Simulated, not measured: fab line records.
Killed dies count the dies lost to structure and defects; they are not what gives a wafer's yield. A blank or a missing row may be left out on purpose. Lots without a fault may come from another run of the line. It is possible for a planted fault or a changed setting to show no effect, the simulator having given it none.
Which tool was responsible? -- flow gf180mcu -- 11 lots with 33 wafers sampled at 5 steps, on a route of 602 steps

## WHAT THE GAUGES READ, wafer by wafer
GF_DNWELL_TW_MEAS_09.
lot,measured,on,DNWELL_TW
L710,day 2 19:47,filmMetro-01,1366 1361 1364
L711,day 3 00:18,filmMetro-01,1363 1365 1364
L712,day 3 06:04,filmMetro-01,1358 1363 1356
L713,day 3 11:32,filmMetro-04,1381 1371 1377
L719,day 4 21:51,filmMetro-03,1361 1358 1351
L723,day 5 18:27,filmMetro-04,1371 1370 1378
L725,day 6 02:08,filmMetro-03,1381 1377 1373
L726,day 6 07:53,filmMetro-01,1349 1350 1358
L727,day 6 12:20,filmMetro-03,1361 1368 1355
L732,day 7 14:57,filmMetro-04,1359 1354 1351
L733,day 8 04:04,filmMetro-03,1362 1355 1356

GF_NWELL_OVL_MEAS_07.
lot,measured,on,NWELL_OVL (nm)
L710,day 3 08:15,overlay-01,0.6 1.1 -1.0
L711,day 3 12:42,overlay-02,-0.7 0.1 -0.8
L712,day 3 18:31,overlay-01,-2.3 -0.6 -1.6
L713,day 4 00:23,overlay-02,0.4 0.8 -2.1
L719,day 5 12:09,overlay-02,-0.7 2.1 -0.7
L723,day 6 09:07,overlay-02,-2.2 -2.2 -2.5
L725,day 6 17:17,overlay-01,0.2 -1.1 -2.1
L726,day 6 22:56,overlay-01,-1.8 0.5 -0.6
L727,day 7 03:53,overlay-02,-0.6 -0.5 0.1
L732,day 8 07:08,overlay-02,0.6 1.4 -0.9
L733,day 8 21:45,overlay-01,-1.5 -1.6 -1.4

GF_VT_IMPLANT_TW_MEAS_21.
lot,measured,on,VT_IMPLANT_2_TW
L710,day 6 07:11,filmMetro-03,1228 1230 1228
L711,day 6 10:54,filmMetro-01,1224 1218 1223
L712,day 6 18:09,filmMetro-02,1209 1208 1206
L713,day 7 01:29,filmMetro-03,1229 1237 1232
L719,day 8 19:05,filmMetro-02,1128 1129 1130 1127 1128 1128
L723,day 9 20:17,filmMetro-03,1149 1143 1143 1152 1146 1149
L725,day 10 05:58,filmMetro-01,1205 1207 1210
L726,day 10 13:37,filmMetro-01,1213 1208 1212
L727,day 10 18:47,filmMetro-01,1215 1209 1213
L732,day 12 01:26,filmMetro-03,1225 1228 1227
L733,day 12 18:57,filmMetro-02,1212 1216 1208

## WHAT TOOL EACH LOT RAN ON (gives the tool, then ch and the chambers of the sampled wafers, and finally the start)
lot,GF_VT_IMPLANT_STRIP_09,GF_VT_IMPLANT_IMPLANT_19
L710,"plasmaAsher-03 ch 0,1, day 5 16:34","implanter-02 ch 0, day 6 06:58"
L711,"plasmaAsher-01 ch 0,1, day 5 19:43","implanter-02 ch 0, day 6 10:41"
L712,"plasmaAsher-01 ch 0,1, day 6 02:40","implanter-01 ch 0, day 6 17:56"
L713,"plasmaAsher-02 ch 0,1, day 6 09:53","implanter-03 ch 0, day 7 01:14"
L719,"plasmaAsher-01 ch 0,1, day 8 02:28","implanter-02 ch 0, day 8 18:49"
L723,"plasmaAsher-02 ch 0,1, day 9 02:40","implanter-02 ch 0, day 9 20:04"
L725,"plasmaAsher-02 ch 0,1, day 9 12:04","implanter-01 ch 0, day 10 05:43"
L726,"plasmaAsher-02 ch 0,1, day 9 19:55","implanter-01 ch 0, day 10 13:22"
L727,"plasmaAsher-01 ch 0,1, day 10 00:37","implanter-03 ch 0, day 10 18:33"
L732,"plasmaAsher-01 ch 0,1, day 11 06:40","implanter-02 ch 0, day 12 01:12"
L733,"plasmaAsher-03 ch 0,1, day 11 23:52","implanter-02 ch 0, day 12 18:44"
- GF_VT_IMPLANT_STRIP_09: strips in O2/N2.
- GF_VT_IMPLANT_IMPLANT_19

## AS READ BY THE TOOLS THEMSELVES (means over the sampled wafers that have a number; for cases with no such wafer, the mark the record gives instead)
GF_VT_IMPLANT_STRIP_09.
lot,tool,drypumpMotorCurrentA (A),heaterPowerW (W),n2FlowSccm (sccm),o2FlowSccm (sccm),oesProductAu (a.u.),stripTimeToEndpointS (s)
L710,plasmaAsher-03,6.0,335,300.2,3000,0.719,12.64
L711,plasmaAsher-01,6.0,337,300.0,2999,0.715,12.60
L712,plasmaAsher-01,6.0,330,299.8,3005,0.717,12.61
L713,plasmaAsher-02,5.6,357,300.5,2997,0.713,12.59
L719,plasmaAsher-01,6.0,342,299.5,2999,0.718,12.66
L723,plasmaAsher-02,5.6,354,300.0,3004,0.720,12.63
L725,plasmaAsher-02,5.6,354,301.0,3005,0.715,12.68
L726,plasmaAsher-02,5.9,337,300.6,2996,0.715,12.65
L727,plasmaAsher-01,6.0,332,300.0,2996,0.718,12.64
L732,plasmaAsher-01,6.0,329,300.0,2998,0.719,12.59
L733,plasmaAsher-03,6.0,333,299.3,2998,0.715,12.57

GF_VT_IMPLANT_IMPLANT_19.
lot,tool,doseIonsCm2,faradayCurrentUA
L710,implanter-02,4.35e+12,24.5
L711,implanter-02,4.35e+12,24.6
L712,implanter-01,4.35e+12,24.1
L713,implanter-03,4.35e+12,24.2
L719,implanter-02,3.53e+12,19.7
L723,implanter-02,3.53e+12,20.0
L725,implanter-01,4.35e+12,24.5
L726,implanter-01,4.35e+12,24.6
L727,implanter-03,4.35e+12,25.0
L732,implanter-02,4.35e+12,24.5
L733,implanter-02,4.35e+12,23.9

## THE ANSWER, worked out from the rows above alone
Rule: what is usual is taken from the lots themselves. Put in order of their means at a reading, lots are off if they are a third of the lots or fewer, leave a main group of 4 or more, and stand apart from it by a gap of 3 or more times the standard deviation of the main group's means; of several such gaps the widest counts. Not used: any main group whose means are identical at the precision the tables above print for the reading. A lot without any number at a reading at which 4 lots or more have one is off too. Any other lot the step has rows for is counted as sound. First the gauges in route order, then the tools' own readings, where a lot's mean is used as printed above. The first step at which some lot is off is used, and at that step the reading that is off furthest; a lot without a number counts as furthest.
Off: at GF_VT_IMPLANT_TW_MEAS_21 (VT_IMPLANT_2_TW), L719, L723. The main group: mean 1218, standard deviation 9.2.
If a tool, at a process step before that reading, ran all the lots that are off and no sound lot after the first of them, it fits. The gauges at GF_VT_IMPLANT_TW_MEAS_21 aren't tried: what is off there is off at GF_VT_IMPLANT_IMPLANT_19 too, on other tools, and a gauge's error can't cause that. No candidate that was tried fits.

## WHAT WAS PUT IN BY THE SIMULATOR
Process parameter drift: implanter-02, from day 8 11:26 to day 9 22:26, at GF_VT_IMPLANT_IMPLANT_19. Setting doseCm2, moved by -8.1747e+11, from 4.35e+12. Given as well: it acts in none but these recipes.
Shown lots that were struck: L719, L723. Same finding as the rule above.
